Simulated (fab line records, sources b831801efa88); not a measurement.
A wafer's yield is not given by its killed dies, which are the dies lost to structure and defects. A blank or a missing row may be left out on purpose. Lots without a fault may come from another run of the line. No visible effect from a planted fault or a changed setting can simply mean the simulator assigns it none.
The same fault as seen by 2 desks | flow sky130 | every desk sees just its own numbers, and what lay behind them comes last

== TOOL OWNER'S DESK, pvd_sputter-01 ==
At SKY_VIA4_SPUTTER_17 (material TiN, target thk 20 nm, time 80 s) the tool's own readings: per lot run on this tool, the mean of the sampled wafers that have a number. The brackets show how far a lot's mean lies from the usual mean; more than 4 standard deviations puts the lot out of limits, marked OUT.
Columns: A = throttle_valve_pct at SKY_VIA4_SPUTTER_17, usual 30.7 %
lot  | first seen here | A
L751 | day 42 23:25    | 30.2
L753 | day 43 10:02    | 30.6
L754 | day 43 23:20    | 31.3
L755 | day 44 06:26    | 29.5
L772 | day 48 10:47    | 31.3
This desk's finding: nothing out of limits on any of the 5 lots.

== FROM THE METROLOGY DESK ==
What the gauges read for every lot (on any tool): the sampled wafers with a number, averaged. The brackets show how far a lot's mean lies from the usual mean; more than 4 standard deviations puts the lot out of limits, marked OUT.
Columns: A = VIA4_OVL at SKY_VIA4_OVL_MEAS_11, usual 0.4 nm
lot  | first seen here | A
L751 | day 42 22:41    | 3.2
L753 | day 43 08:56    | -0.2
L754 | day 43 22:32    | 0.4
L755 | day 44 05:41    | -1.2
L769 | day 47 17:56    | 0.2
L772 | day 48 09:41    | 0.0
This desk's finding: nothing out of limits on any of the 6 lots.

== PUT TOGETHER ==
The tool owner's desk saw nothing out of limits.
From the metrology desk's view, nothing was out of limits.

== WHAT THE SIMULATOR HAD PUT IN ==
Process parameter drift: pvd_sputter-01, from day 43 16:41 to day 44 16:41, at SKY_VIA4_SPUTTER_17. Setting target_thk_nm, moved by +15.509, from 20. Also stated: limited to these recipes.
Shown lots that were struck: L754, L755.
